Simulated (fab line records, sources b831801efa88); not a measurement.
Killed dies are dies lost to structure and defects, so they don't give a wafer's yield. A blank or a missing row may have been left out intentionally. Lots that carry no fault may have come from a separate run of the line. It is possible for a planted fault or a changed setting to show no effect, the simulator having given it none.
Check for tools in common | flow sky130 | 14 lots and 42 wafers in the sample

== WHY THIS WAS OPENED ==
At SKY_NWELL_TW_MEAS_26 the reading NWELL_2_TW is flagged on 2 of 14 lots. Wafers without a fault read 493, standard deviation 4.1.
Rule: a lot is flagged when every wafer of it that has a number lies more than 4 standard deviations from that mean, or none has a number. All remaining lots are regarded as sound.

lot  | measured     | on           | NWELL_2_TW, wafer by wafer | flag
L830 | day 5 16:00  | filmMetro-02 | 496 497 498                | 
L832 | day 6 06:18  | filmMetro-03 | 488 488 489                | 
L833 | day 6 10:41  | filmMetro-02 | 492 492 492                | 
L834 | day 6 15:58  | filmMetro-01 | 487 491 490                | 
L835 | day 6 18:37  | filmMetro-02 | 493 495 493                | 
L836 | day 7 02:59  | filmMetro-01 | 493 495 492                | 
L837 | day 7 10:20  | filmMetro-02 | 495 495 497                | 
L838 | day 7 13:53  | filmMetro-03 | 494 494 494                | 
L839 | day 7 20:59  | filmMetro-03 | 30 30 30                   | FLAGGED
L840 | day 8 05:02  | filmMetro-02 | 30 30 30                   | FLAGGED
L848 | day 10 08:29 | filmMetro-03 | 486 489 486                | 
L849 | day 10 14:17 | filmMetro-03 | 487 489 487                | 
L851 | day 10 22:40 | filmMetro-03 | 485 487 489                | 
L852 | day 11 06:16 | filmMetro-01 | 494 494 495                | 
On average the flagged lots read 30, which is -463 against the usual, or -99 or more standard deviations.

== WHICH TOOL RAN EACH LOT ==
Before the reading, the record contains 2 process steps out of a 708-step route. In each cell: the tool, then ch and the chambers that the sampled wafers went through, then the start.
lot  | flag    | SKY_NWELL_STRIP_14                  | SKY_NWELL_STRIP_25
L830 |         | plasmaAsher-04 ch 0,1, day 4 21:46  | plasmaAsher-04 ch 0,1, day 5 15:53
L832 |         | plasmaAsher-02 ch 0,1, day 5 12:05  | plasmaAsher-01 ch 0,1, day 6 06:11
L833 |         | plasmaAsher-01 ch 0,1, day 5 16:32  | plasmaAsher-01 ch 0,1, day 6 10:35
L834 |         | plasmaAsher-04 ch 0,1, day 5 20:28  | plasmaAsher-04 ch 0,1, day 6 15:52
L835 |         | plasmaAsher-01 ch 0,1, day 5 23:19  | plasmaAsher-01 ch 0,1, day 6 18:31
L836 |         | plasmaAsher-01 ch 0,1, day 6 07:08  | plasmaAsher-02 ch 0,1, day 7 02:53
L837 |         | plasmaAsher-01 ch 1, day 6 14:20    | plasmaAsher-04 ch 0,1, day 7 10:14
L838 |         | plasmaAsher-02 ch 0,1, day 6 18:04  | plasmaAsher-01 ch 1, day 7 13:47
L839 | FLAGGED | plasmaAsher-01 ch 0,1, day 7 01:08  | plasmaAsher-02 ch 0,1, day 7 20:53
L840 | FLAGGED | plasmaAsher-02 ch 0,1, day 7 08:46  | plasmaAsher-02 ch 1, day 8 04:56
L848 |         | plasmaAsher-02 ch 0,1, day 9 09:56  | plasmaAsher-01 ch 0,1, day 10 08:23
L849 |         | plasmaAsher-02 ch 0,1, day 9 15:43  | plasmaAsher-01 ch 0,1, day 10 14:11
L851 |         | plasmaAsher-04 ch 0,1, day 9 23:14  | plasmaAsher-04 ch 0,1, day 10 22:34
L852 |         | plasmaAsher-01 ch 0,1, day 10 07:22 | plasmaAsher-02 ch 0,1, day 11 06:10
What these steps do:
- SKY_NWELL_STRIP_14: strips in O2/N2.
- SKY_NWELL_STRIP_25: strips in O2/N2.
- SKY_NWELL_TW_MEAS_26

== FLAGGED AGAINST TOTAL, ONE TOOL AT A TIME (gauges that did the reading follow at the end) ==
step                 | tool           | lots run | flagged | share of the flagged lots | sound lots run after its first flagged lot
SKY_NWELL_STRIP_14   | plasmaAsher-01 | 6        | 1       | some                      | 1 (L852)
SKY_NWELL_STRIP_14   | plasmaAsher-02 | 5        | 1       | some                      | 2 (L848,L849)
SKY_NWELL_STRIP_14   | plasmaAsher-04 | 3        | 0       | none                      | -
SKY_NWELL_STRIP_25   | plasmaAsher-01 | 6        | 0       | none                      | -
SKY_NWELL_STRIP_25   | plasmaAsher-02 | 4        | 2       | all                       | 1 (L852)
SKY_NWELL_STRIP_25   | plasmaAsher-04 | 4        | 0       | none                      | -
SKY_NWELL_TW_MEAS_26 | filmMetro-01   | 3        | 0       | none                      | -
SKY_NWELL_TW_MEAS_26 | filmMetro-02   | 5        | 1       | some                      | 0
SKY_NWELL_TW_MEAS_26 | filmMetro-03   | 6        | 1       | some                      | 3 (L848,L849,L851)

== WHAT THE TABLE ALLOWS ==
In the table, 1 row covers all flagged lots: plasmaAsher-02 at SKY_NWELL_STRIP_25.
- plasmaAsher-02 at SKY_NWELL_STRIP_25: 2 of its 4 lots flagged. Sound lots followed the first flagged one (L852) on it, something a lasting fault affecting the whole tool could not allow. Its own readings (stripTimeToEndpointS) fall more than 4 standard deviations out on all wafers of the flagged lots.
No row of the table ran every flagged lot and no sound lot after the first.

== WHAT HAD BEEN PUT IN BY THE SIMULATOR ==
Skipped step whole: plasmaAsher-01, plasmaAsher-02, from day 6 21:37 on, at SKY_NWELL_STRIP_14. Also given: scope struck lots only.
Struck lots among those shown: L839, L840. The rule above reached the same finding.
